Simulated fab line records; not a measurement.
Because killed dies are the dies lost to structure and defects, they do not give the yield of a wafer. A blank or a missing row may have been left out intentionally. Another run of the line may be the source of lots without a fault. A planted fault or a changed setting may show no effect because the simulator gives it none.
Which tool did it? -- flow gf180mcu -- 39 wafers from 13 lots sampled at 4 of the route's 602 steps

== WHAT THE GAUGES READ, wafer by wafer ==
GF_V5_THK_MEAS_01. Usual: V5_CVD_00_THK 297.8 nm, standard deviation 2.8.
lot,measured,on,V5_CVD_00_THK (nm),flag
L685,day 26 09:04,film-metro-03,296.2 296.5 297.6,
L686,day 26 17:20,film-metro-03,299.5 293.2 298.9,
L687,day 26 20:06,film-metro-02,299.2 292.8 290.8,
L688,day 27 02:46,film-metro-02,296.6 296.3 294.7,
L689,day 27 14:32,film-metro-04,300.1 298.5 293.4,
L690,day 28 01:11,film-metro-04,297.1 298.1 296.2,
L691,day 28 08:22,film-metro-03,296.5 298.0 297.6,
L693,day 28 23:00,film-metro-04,298.0 295.2 297.2,
L694,day 29 06:26,film-metro-03,297.2 297.3 300.2,
L695,day 29 12:36,film-metro-03,301.5 299.6 297.2,
L698,day 30 06:23,film-metro-03,296.3 299.1 300.5,
L702,day 31 08:11,film-metro-04,293.9 293.8 294.6,
L705,day 32 04:01,film-metro-04,296.7 293.6 301.3,

GF_V5_THK_MEAS_03. Usual: V5_CVD_02_THK 1447 nm, standard deviation 19.
lot,measured,on,V5_CVD_02_THK (nm),flag
L685,day 26 09:14,film-metro-02,1398 1402 1436,
L686,day 26 17:31,film-metro-04,1440 1467 1471,
L687,day 26 20:16,film-metro-04,1475 1483 1484,
L688,day 27 02:56,film-metro-04,1435 1437 1442,
L689,day 27 14:42,film-metro-02,1423 1453 1464,
L690,day 28 01:22,film-metro-04,1414 1426 1453,
L691,day 28 08:32,film-metro-03,1450 1483 1483,
L693,day 28 23:10,film-metro-03,1450 1436 1482,
L694,day 29 06:36,film-metro-02,1436 1438 1429,
L695,day 29 12:46,film-metro-02,1418 1449 1444,
L698,day 30 06:34,film-metro-04,1443 1434 1461,
L702,day 31 08:22,film-metro-02,1410 1430 1440,
L705,day 32 04:14,film-metro-04,1437 1449 1476,

GF_PASSIVATION_BOW_MEAS_14. Usual: PASSIVATION_BOW 136 um, standard deviation 11.
lot,measured,on,PASSIVATION_BOW (um),flag
L685,day 29 03:34,film-metro-02,131 137 136,
L686,day 29 10:23,film-metro-01,127 129 127,
L687,day 29 12:38,film-metro-04,112 122 123,
L688,day 29 18:44,film-metro-04,151 143 143,
L689,day 30 04:42,film-metro-02,138 136 134,
L690,day 30 16:33,film-metro-02,165 161 150,
L691,day 30 22:34,film-metro-04,125 118 127,
L693,day 31 12:20,film-metro-04,150 140 149,
L694,day 31 17:38,film-metro-04,140 140 137,
L695,day 31 23:09,film-metro-04,143 129 136,
L698,day 32 15:32,film-metro-02,123 127 124,
L702,day 33 15:08,film-metro-02,138 144 154,
L705,day 34 08:18,film-metro-04,133 131 149,

== EACH LOT AND THE TOOL THAT RAN IT (in order: tool; ch and the chambers of the sampled wafers; start) ==
lot,GF_MIM_SPUTTER_00
L685,"pvd-sputter-01, day 24 11:58"
L686,"pvd-sputter-01, day 24 21:49"
L687,"pvd-sputter-03, day 24 23:13"
L688,"pvd-sputter-03, day 25 08:13"
L689,"pvd-sputter-01, day 25 19:16"
L690,"pvd-sputter-01, day 26 06:28"
L691,"pvd-sputter-01, day 26 14:49"
L693,"pvd-sputter-03, day 27 06:17"
L694,"pvd-sputter-01, day 27 12:58"
L695,"pvd-sputter-01, day 27 20:35"
L698,"pvd-sputter-04, day 28 14:43"
L702,"pvd-sputter-04, day 29 18:47"
L705,"pvd-sputter-04, day 30 15:08"
- GF_MIM_SPUTTER_00: material Ti, target thk 37.5 nm, time 150 s.

== WHAT THE TOOLS THEMSELVES READ (means of the sampled wafers that have a number; where no wafer has one, the mark that the record gives instead) ==
GF_MIM_SPUTTER_00. Usual: chamber-pressure-pa 1.999 Pa, standard deviation 0.0039; throttle-valve-pct 30.3 %, standard deviation 1.1.
lot,tool,chamber-pressure-pa (Pa),throttle-valve-pct (%),flag
L685,pvd-sputter-01,1.995,30.2,
L686,pvd-sputter-01,2.001,29.7,
L687,pvd-sputter-03,1.999,30.1,
L688,pvd-sputter-03,2.002,30.1,
L689,pvd-sputter-01,1.999,29.8,
L690,pvd-sputter-01,2.003,28.7,
L691,pvd-sputter-01,1.999,29.7,
L693,pvd-sputter-03,2.000,30.7,
L694,pvd-sputter-01,1.996,29.6,
L695,pvd-sputter-01,1.997,30.5,
L698,pvd-sputter-04,2.005,30.6,
L702,pvd-sputter-04,2.000,31.0,
L705,pvd-sputter-04,1.998,30.9,

== THE ANSWER, worked out from the rows above alone ==
Rule: take the mean of a lot's wafers that have a number; if it is more than 3 standard deviations from the usual mean, the lot is off. A lot without any number at a reading at which 4 lots or more have one is off too. All remaining lots with rows at the step are treated as sound. The gauges are gone through in route order, then the tools' own readings, and for those a lot's mean is taken as printed above. The first step at which some lot is off is used, and at that step the reading that is off furthest; a lot without a number counts as furthest.
No lot is off at any reading shown: from this, nothing can be told.

== WHAT THE SIMULATOR PUT IN ==
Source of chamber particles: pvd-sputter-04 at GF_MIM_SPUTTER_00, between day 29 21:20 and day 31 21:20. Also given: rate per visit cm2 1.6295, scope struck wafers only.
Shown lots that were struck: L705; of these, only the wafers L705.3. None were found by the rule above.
